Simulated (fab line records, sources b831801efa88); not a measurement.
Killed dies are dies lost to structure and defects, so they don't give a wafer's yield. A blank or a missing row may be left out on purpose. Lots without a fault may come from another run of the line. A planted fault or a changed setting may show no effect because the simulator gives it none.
One fault seen from 2 desks | flow gf180mcu | each desk has only its own numbers; what lay behind them comes last

THE METROLOGY DESK
What the gauges read, lot by lot, whatever tool the lot ran on: means of the sampled wafers that have a number. A lot is out of limits, marked OUT, if its mean lies more than 4 standard deviations from the usual mean; the brackets give that distance. Of its 10 readings 7 are shown: those that lie furthest out on some lot.
Columns: A = HV_LDD_02_OVL at GF_HV_LDD_OVL_MEAS_32, usual 0.2 nm; B = HV_LDD_3_TW at GF_HV_LDD_TW_MEAS_38, usual 1422; C = cd_nm at GF_HV_LDD_CD_MEAS_46, usual 399.3 nm; D = HV_LDD_03_OVL at GF_HV_LDD_OVL_MEAS_47, usual 0.4 nm; E = HV_LDD_4_TW at GF_HV_LDD_TW_MEAS_50, usual 563.3; F = HV_LDD_RS at GF_HV_LDD_RS_MEAS_53, usual 417.9 ohm/sq; G = HV_LDD_CVD_54_THK at GF_HV_LDD_THK_MEAS_55, usual 9.97 nm
lot  | first seen here | A    | B    | C     | D   | E     | F     | G
L923 | day 11 22:51    | 1.5  | 1426 | 398.5 | 2.8 | 564.8 | 417.7 | 10.15
L925 | day 12 09:28    | 2.8  | 1422 | 403.4 | 1.9 | 561.3 | 417.5 | 9.91
L930 | day 14 01:14    | 1.8  | 1416 | 397.8 | 0.5 | 560.0 | 417.7 | 9.96
L932 | day 14 12:43    | -1.2 | 1421 | 398.8 | 1.0 | 564.8 | 419.3 | 9.88
L940 | day 16 21:01    | 1.6  | 1404 | 396.6 | 0.2 | 568.1 | 418.1 | 10.04
L941 | day 17 07:49    | 0.0  | 1433 | 400.6 | 0.4 | 564.6 | 419.3 | 9.65
This desk's finding: nothing out of limits on any of the 6 lots.

THE TOOL OWNER'S DESK: implanter-02
The tool's own readings at GF_HV_LDD_IMPLANT_33: means of the sampled wafers that have a number, for each lot that ran on this tool. A lot is out of limits, marked OUT, if its mean lies more than 4 standard deviations from the usual mean; the brackets give that distance.
Columns: A = beam_energy_keV at GF_HV_LDD_IMPLANT_33, usual 60.000; B = beam_on_s at GF_HV_LDD_IMPLANT_33, usual 10.02 s; C = faraday_current_uA at GF_HV_LDD_IMPLANT_33, usual 42.2
lot  | first seen here | A      | B     | C
L923 | day 12 18:01    | 60.005 | 10.05 | 42.0
L940 | day 17 20:26    | 60.012 | 10.02 | 42.3
L941 | day 18 07:14    | 59.988 | 10.10 | 41.9
This desk's finding: nothing out of limits on any of the 3 lots.

PUT TOGETHER
The metrology desk saw nothing out of limits.
The tool owner's desk saw nothing out of limits.

WHAT THE SIMULATOR HAD PUT IN
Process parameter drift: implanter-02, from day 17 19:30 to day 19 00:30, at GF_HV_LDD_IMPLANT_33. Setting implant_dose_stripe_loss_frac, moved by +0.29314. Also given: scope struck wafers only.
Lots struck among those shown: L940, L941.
